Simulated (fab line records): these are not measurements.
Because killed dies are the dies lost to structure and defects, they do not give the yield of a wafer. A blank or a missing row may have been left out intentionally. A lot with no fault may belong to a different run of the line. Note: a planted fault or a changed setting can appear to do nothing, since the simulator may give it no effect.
Struck lot and sound lot, side by side -- flow sfq line -- 42 out of 325 route steps
Sound: the wafers L765.1, L765.2, L765.6. Struck: wafers L779.1, L779.6 (left out: L779.3, a lot-mate that was not struck); the cause follows at the end.
Each step with rows lists, per side, the tool, then ch with its chambers, then its first start. Under that, the readings that differ: sound wafers -- struck wafers -- difference of the means -- sigmas: that difference in standard deviations of wafers without a fault.
alike: readings with means less than 2 such deviations apart, plus words and numbers identical on both sides. not compared: withheld readings, readings lacking a value on some wafer, bounds such as >300 that could conceal the same value, and numbers that have no deviation in the record and whose values overlap.
Wherever a step has rows on one side only, a row that says differs or no value, or a row with sigmas, the two part there. When numbers do not overlap yet have no deviation, they are printed without sigmas and do not part them. A reading that every wafer of one side lacks parts them only if that side has two wafers or more.

first, 3 steps without rows for these wafers: SFQ_TRILAYER_I4_VIA_LITHO_EXPOSE_104 (exposes mask I4, target cd 700 nm); SFQ_TRILAYER_I4_VIA_LITHO_PEB_106 (peb time 60 s); SFQ_TRILAYER_I4_VIA_LITHO_DEVELOP_105 (time 60 s).
SFQ_I4_OVL_MEAS_928:
  struck on overlay-01, day 44 14:03; sound on overlay-02, day 37 09:43
reading,sound,struck,difference,sigmas
I4_OVL (nm),-4 -2 -13,2 8,+11,+2
then, 6 steps without rows for these wafers: SFQ_TRILAYER_I4_VIA_BARC_OPEN_VIA_ETCH_146 (etches BARC in O2, target depth 125 nm, time 41.7 s); SFQ_TRILAYER_I4_VIA_ETCH_VIA_ETCH_106 (etches SiO2 in CHF3, stops on Nb, target depth 260 nm); SFQ_TRILAYER_I4_VIA_STRIP_STRIP_107 (strips in O2); SFQ_TRILAYER_I4_VIA_STRIP_SOLV_CLEAN_108 (cleans in NMP, time 600 s); SFQ_TRILAYER_JJ_TRILAYER_DEP_PRE_CLEAN_113 (time 22.5 s); SFQ_TRILAYER_JJ_TRILAYER_DEP_SPUTTER_109 (material Nb, target thk 150 nm, time 100 s).
SFQ_TRILAYER_JJ_TRILAYER_DEP_SPUTTER_110: material Al, target thk 8 nm, time 10 s.
  struck on pvd sputter-04, day 44 15:07; sound on pvd sputter-04, day 37 10:47
  alike: throttle valve pct
then, 1 step without rows for these wafers: SFQ_TRILAYER_JJ_TRILAYER_DEP_AL_OXIDATION_111 (oxidation time 600 s).
SFQ_TRILAYER_JJ_TRILAYER_DEP_SPUTTER_112: material Nb, target thk 170 nm, time 113.3 s.
  struck on pvd sputter-04, day 44 16:08; sound on pvd sputter-04, day 37 11:48
reading,sound,struck,difference,sigmas
model.Nb_of_TRILAYER_JJ_TRILAYER_DEP_SPUTTER_112.thk nm (nm),169.5 170.2 170.8,198.7 198.9,+28.6,
  alike: throttle valve pct
SFQ_JJ_RS_MEAS_929: measurement is done with a four-point probe.
  struck on film metro-01, day 44 16:13; sound on film metro-01, day 37 11:53
reading,sound,struck,difference,sigmas
JJ_NB_RS (ohm/sq),1.053 1.047 1.043,0.895 0.894,-0.153,-14
then, 6 steps without rows for these wafers: SFQ_TRILAYER_JJ_CE_LITHO_COAT_119 (resist thk 62 nm); SFQ_TRILAYER_JJ_CE_LITHO_COAT_114 (resist thk 600 nm); SFQ_TRILAYER_JJ_CE_LITHO_SOFTBAKE_118; SFQ_TRILAYER_JJ_CE_LITHO_EXPOSE_115 (exposes mask J5, target cd 700 nm); SFQ_TRILAYER_JJ_CE_LITHO_PEB_117 (peb time 60 s); SFQ_TRILAYER_JJ_CE_LITHO_DEVELOP_116 (time 60 s).
-- the record jumps here: 3 days lie between the struck wafers' starts before and after --
SFQ_JJ_OVL_MEAS_931:
  struck on overlay-02, day 47 23:21; sound on overlay-02, day 40 00:40
  alike: J5_OVL
SFQ_TRILAYER_JJ_CE_METRO_MEASURE_117:
  struck on cd sem-01, day 47 23:23; sound on cd sem-02, day 40 00:42
  alike: cd nm
SFQ_TRILAYER_JJ_CE_BARC_OPEN_RIE_150: chemistry O2, target BARC, target depth 240 nm, time 80 s.
  sound on rie metal-04 ch 0,1, day 40 01:54; struck on rie metal-02 ch 0,1, day 48 00:35
  alike: chamber pressure mTorr, drypump motor current A, he backside leak sccm, oes product au
  not compared: rf hours counter h
then, 2 steps without rows for these wafers: SFQ_TRILAYER_JJ_CE_ETCH_RIE_118 (chemistry SF6, target Nb, stops on Al2O3, time 97.7 s, target depth 170 nm); SFQ_TRILAYER_JJ_ANODIZE_ANODIZE_119.
SFQ_TRILAYER_JJ_CE_STRIP_STRIP_120: strips in O2.
  sound on rie metal-03 ch 0,1, day 40 02:35; struck on rie metal-02 ch 0,1, day 48 01:17
  alike: chamber pressure mTorr, drypump motor current A, he backside leak sccm, oes product au
  not compared: rf hours counter h
then, 7 steps without rows for these wafers: SFQ_TRILAYER_JJ_CE_STRIP_SOLV_CLEAN_121 (cleans in NMP, time 600 s); SFQ_TRILAYER_M5_LITHO_COAT_128 (resist thk 62 nm); SFQ_TRILAYER_M5_LITHO_COAT_123 (resist thk 600 nm); SFQ_TRILAYER_M5_LITHO_SOFTBAKE_127; SFQ_TRILAYER_M5_LITHO_EXPOSE_124 (exposes mask M5, target cd 700 nm); SFQ_TRILAYER_M5_LITHO_PEB_126 (peb time 60 s); SFQ_TRILAYER_M5_LITHO_DEVELOP_125 (time 60 s).
-- the record jumps here: 4 days lie between the struck wafers' starts before and after --
SFQ_M5_OVL_MEAS_932:
  struck on overlay-01, day 52 10:02; sound on overlay-02, day 42 18:46
  alike: M5_OVL
then, 6 steps without rows for these wafers: SFQ_TRILAYER_M5_BARC_OPEN_METAL_ETCH_161 (etches BARC in O2, target depth 125 nm, time 41.7 s); SFQ_TRILAYER_M5_ETCH_METAL_ETCH_126 (etches Nb in Cl2/BCl3, stops on SiO2, time 203.2 s, target depth 265 nm); SFQ_TRILAYER_M5_STRIP_STRIP_127 (strips in O2); SFQ_TRILAYER_M5_STRIP_SOLV_CLEAN_128 (cleans in NMP, time 600 s); SFQ_TRILAYER_A5B_DEP_PECVD_129 (deposits SiO2 from SiH4/N2O, time 133.33 s, target thk 600 nm); SFQ_TRILAYER_A5B_CMP_CMP_130 (polishes, stops on Nb, target thk 340.7 nm).
SFQ_TRILAYER_A5B_METRO_MEASURE_131:
  struck on film metro-01, day 52 14:11; sound on film metro-04, day 43 07:41
reading,sound,struck,difference,sigmas
thk nm (nm),330 331 331,339 344,+11,+2
-- the record jumps here: 5 days lie between the struck wafers' starts before and after --
SFQ_TRILAYER_R5_ETCH_METAL_ETCH_139: etches the open film in Cl2, stops on SiO2, target depth 60 nm, time 40 s.
  sound on rie metal-03 ch 0,1, day 46 13:15; struck on rie metal-04 ch 1, day 58 00:41
reading,sound,struck,difference,sigmas
model.Nb_of_TRILAYER_JJ_TRILAYER_DEP_SPUTTER_112.thk nm (nm),159.4 160.2 160.7,188.6 188.9,+28.7,
  alike: chamber pressure mTorr, drypump motor current A, he backside leak sccm, oes product au
  not compared: rf hours counter h

== WHERE THEY PART ==
First at SFQ_I4_OVL_MEAS_928; last, within this record, at SFQ_TRILAYER_A5B_METRO_MEASURE_131. Later steps at which nothing parts them and some readings are alike: SFQ_TRILAYER_R5_ETCH_METAL_ETCH_139.

WHY: what the simulator had put in
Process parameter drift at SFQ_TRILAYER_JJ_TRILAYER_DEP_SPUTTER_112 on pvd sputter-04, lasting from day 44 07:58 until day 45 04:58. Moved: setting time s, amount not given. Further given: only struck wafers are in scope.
